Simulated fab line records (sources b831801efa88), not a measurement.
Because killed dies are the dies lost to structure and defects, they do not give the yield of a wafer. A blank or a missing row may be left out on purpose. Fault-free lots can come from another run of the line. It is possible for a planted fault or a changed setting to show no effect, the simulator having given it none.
Which tool is to blame? :: flow sky130 :: Sampling: 12 lots, 36 wafers, 4 of 708 route steps

== WHAT THE GAUGES READ, wafer by wafer ==
SKY_METAL2_THK_MEAS_06: measures by xrf.
lot: L634
measured: day 34 03:10
on: film metro-01
METAL2_ALCU_THK (nm): 252 250 252

lot: L635
measured: day 34 13:22
on: film metro-03
METAL2_ALCU_THK (nm): 252 246 249

lot: L639
measured: day 35 18:09
on: film metro-04
METAL2_ALCU_THK (nm): 247 251 251

lot: L641
measured: day 36 08:10
on: film metro-01
METAL2_ALCU_THK (nm): 254 255 250

lot: L646
measured: day 38 08:35
on: film metro-04
METAL2_ALCU_THK (nm): 251 252 253

lot: L649
measured: day 38 23:22
on: film metro-01
METAL2_ALCU_THK (nm): 248 252 251

lot: L650
measured: day 39 08:04
on: film metro-01
METAL2_ALCU_THK (nm): 253 251 254

lot: L651
measured: day 39 20:59
on: film metro-04
METAL2_ALCU_THK (nm): 253 252 252

lot: L653
measured: day 40 01:59
on: film metro-01
METAL2_ALCU_THK (nm): 250 252 247

lot: L654
measured: day 40 04:19
on: film metro-04
METAL2_ALCU_THK (nm): 249 248 251

lot: L655
measured: day 40 15:20
on: film metro-03
METAL2_ALCU_THK (nm): 249 250 248

lot: L657
measured: day 41 09:37
on: film metro-01
METAL2_ALCU_THK (nm): 252 252 249

SKY_CAPM_RS_MEAS_03: a four-point-probe measurement.
lot: L634
measured: day 36 10:01
on: film metro-03
CAPM_TIN_RS (ohm/sq): 6.89 6.91 6.89

lot: L635
measured: day 36 21:21
on: film metro-04
CAPM_TIN_RS (ohm/sq): 7.17 7.15 7.15

lot: L639
measured: day 38 00:34
on: film metro-02
CAPM_TIN_RS (ohm/sq): 6.95 7.02 7.02

lot: L641
measured: day 38 14:43
on: film metro-03
CAPM_TIN_RS (ohm/sq): 7.00 7.01 6.96

lot: L646
measured: day 40 15:43
on: film metro-03
CAPM_TIN_RS (ohm/sq): 7.08 7.01 7.00

lot: L649
measured: day 41 02:30
on: film metro-03
CAPM_TIN_RS (ohm/sq): 6.95 6.88 6.91

lot: L650
measured: day 41 11:44
on: film metro-02
CAPM_TIN_RS (ohm/sq): 6.87 6.91 6.87

lot: L651
measured: day 42 02:05
on: film metro-03
CAPM_TIN_RS (ohm/sq): 6.93 6.94 6.94

lot: L653
measured: day 42 04:56
on: film metro-04
CAPM_TIN_RS (ohm/sq): 6.86 6.84 6.89

lot: L654
measured: day 42 06:22
on: film metro-03
CAPM_TIN_RS (ohm/sq): 7.02 6.99 6.98

lot: L655
measured: day 42 19:26
on: film metro-03
CAPM_TIN_RS (ohm/sq): 6.92 6.95 6.92

lot: L657
measured: day 43 12:22
on: film metro-04
CAPM_TIN_RS (ohm/sq): 6.91 6.90 6.88

== TOOL THAT RAN EACH LOT (tool first, then ch and the chambers of the sampled wafers, then the start) ==
lot: L634
SKY_METAL2_SPUTTER_01: pvd sputter-02, day 34 02:55
SKY_VIA2_ETCH_15: rie diel-02 ch 0,1,2, day 36 08:20

lot: L635
SKY_METAL2_SPUTTER_01: pvd sputter-01, day 34 13:08
SKY_VIA2_ETCH_15: rie diel-03 ch 0,2,3, day 36 19:32

lot: L639
SKY_METAL2_SPUTTER_01: pvd sputter-02, day 35 17:55
SKY_VIA2_ETCH_15: rie diel-03 ch 1,2,3, day 37 22:53

lot: L641
SKY_METAL2_SPUTTER_01: pvd sputter-01, day 36 07:55
SKY_VIA2_ETCH_15: rie diel-03 ch 0,1,2, day 38 13:02

lot: L646
SKY_METAL2_SPUTTER_01: pvd sputter-01, day 38 08:22
SKY_VIA2_ETCH_15: rie diel-02 ch 0,1,2, day 40 13:05

lot: L649
SKY_METAL2_SPUTTER_01: pvd sputter-02, day 38 23:07
SKY_VIA2_ETCH_15: rie diel-01 ch 0,1,2, day 41 00:47

lot: L650
SKY_METAL2_SPUTTER_01: pvd sputter-03, day 39 07:49
SKY_VIA2_ETCH_15: rie diel-01 ch 0,3, day 41 09:41

lot: L651
SKY_METAL2_SPUTTER_01: pvd sputter-01, day 39 20:45
SKY_VIA2_ETCH_15: rie diel-02 ch 0,2, day 42 00:20

lot: L653
SKY_METAL2_SPUTTER_01: pvd sputter-03, day 40 01:44
SKY_VIA2_ETCH_15: rie diel-03 ch 0,2,3, day 42 03:08

lot: L654
SKY_METAL2_SPUTTER_01: pvd sputter-01, day 40 04:05
SKY_VIA2_ETCH_15: rie diel-01 ch 1,2,3, day 42 04:38

lot: L655
SKY_METAL2_SPUTTER_01: pvd sputter-01, day 40 15:05
SKY_VIA2_ETCH_15: rie diel-02 ch 0,1,2, day 42 16:56

lot: L657
SKY_METAL2_SPUTTER_01: pvd sputter-01, day 41 09:22
SKY_VIA2_ETCH_15: rie diel-03 ch 0,2,3, day 43 10:41
- SKY_METAL2_SPUTTER_01: material TiN, target thk 20 nm, time 16.7 s.
- SKY_VIA2_ETCH_15: etches SiO2 in C4F8/O2/Ar, stops on TiN, target depth 546 nm, time 84 s.

== WHAT THE TOOLS THEMSELVES READ (means of the sampled wafers that have a number; where no wafer has one, the mark that the record gives instead) ==
SKY_METAL2_SPUTTER_01.
lot: L634
tool: pvd sputter-02
chamber pressure pa (Pa): 0.3995
throttle valve pct (%): 30.3

lot: L635
tool: pvd sputter-01
chamber pressure pa (Pa): 0.4003
throttle valve pct (%): 29.4

lot: L639
tool: pvd sputter-02
chamber pressure pa (Pa): 0.4005
throttle valve pct (%): 30.0

lot: L641
tool: pvd sputter-01
chamber pressure pa (Pa): 0.4000
throttle valve pct (%): 29.3

lot: L646
tool: pvd sputter-01
chamber pressure pa (Pa): 0.3998
throttle valve pct (%): 29.2

lot: L649
tool: pvd sputter-02
chamber pressure pa (Pa): 0.4000
throttle valve pct (%): 30.3

lot: L650
tool: pvd sputter-03
chamber pressure pa (Pa): 0.4002
throttle valve pct (%): 29.9

lot: L651
tool: pvd sputter-01
chamber pressure pa (Pa): 0.3997
throttle valve pct (%): 30.1

lot: L653
tool: pvd sputter-03
chamber pressure pa (Pa): 0.3994
throttle valve pct (%): 30.0

lot: L654
tool: pvd sputter-01
chamber pressure pa (Pa): 0.3995
throttle valve pct (%): 29.2

lot: L655
tool: pvd sputter-01
chamber pressure pa (Pa): 0.4004
throttle valve pct (%): 29.6

lot: L657
tool: pvd sputter-01
chamber pressure pa (Pa): 0.3993
throttle valve pct (%): 29.4

SKY_VIA2_ETCH_15.
lot: L634
tool: rie diel-02
bias w (W): 1199
oes product au (a.u.): 0.942

lot: L635
tool: rie diel-03
bias w (W): 1196
oes product au (a.u.): 0.941

lot: L639
tool: rie diel-03
bias w (W): 1255
oes product au (a.u.): 0.944

lot: L641
tool: rie diel-03
bias w (W): 1259
oes product au (a.u.): 0.938

lot: L646
tool: rie diel-02
bias w (W): 1201
oes product au (a.u.): 0.940

lot: L649
tool: rie diel-01
bias w (W): 1202
oes product au (a.u.): 0.941

lot: L650
tool: rie diel-01
bias w (W): 1200
oes product au (a.u.): 0.934

lot: L651
tool: rie diel-02
bias w (W): 1200
oes product au (a.u.): 0.940

lot: L653
tool: rie diel-03
bias w (W): 1196
oes product au (a.u.): 0.946

lot: L654
tool: rie diel-01
bias w (W): 1198
oes product au (a.u.): 0.938

lot: L655
tool: rie diel-02
bias w (W): 1199
oes product au (a.u.): 0.940

lot: L657
tool: rie diel-03
bias w (W): 1199
oes product au (a.u.): 0.935

== THE ANSWER, worked out from the rows above alone ==
Rule: usual is defined by the lots themselves. The widest of any qualifying gaps counts: lots, ordered by their means at a reading, are off when they make up no more than a third of the lots, leave a main group of 4 or more, and stand apart from it by 3 or more times the standard deviation of that group's means. A main group is skipped when, at the precision printed for the reading in the tables above, its means are all equal. Also off: a lot with no number at a reading for which 4 or more lots have one. Where the step has rows for the other lots, those lots are counted as sound. Order of review: gauges by route order, followed by the tools' own readings, for which a lot's mean as printed above is used. The first step at which some lot is off is used, and at that step the reading that is off furthest; a lot without a number counts as furthest.
Off: L639, L641 (SKY_VIA2_ETCH_15, bias w). The main group has a mean of 1199 W with a standard deviation of 1.8.
If a tool, at that step or one of the process steps before it, ran each lot that is off and ran no sound lot following the first of them, it fits. Not one of the candidates tried fits.

== WHAT THE SIMULATOR PUT IN ==
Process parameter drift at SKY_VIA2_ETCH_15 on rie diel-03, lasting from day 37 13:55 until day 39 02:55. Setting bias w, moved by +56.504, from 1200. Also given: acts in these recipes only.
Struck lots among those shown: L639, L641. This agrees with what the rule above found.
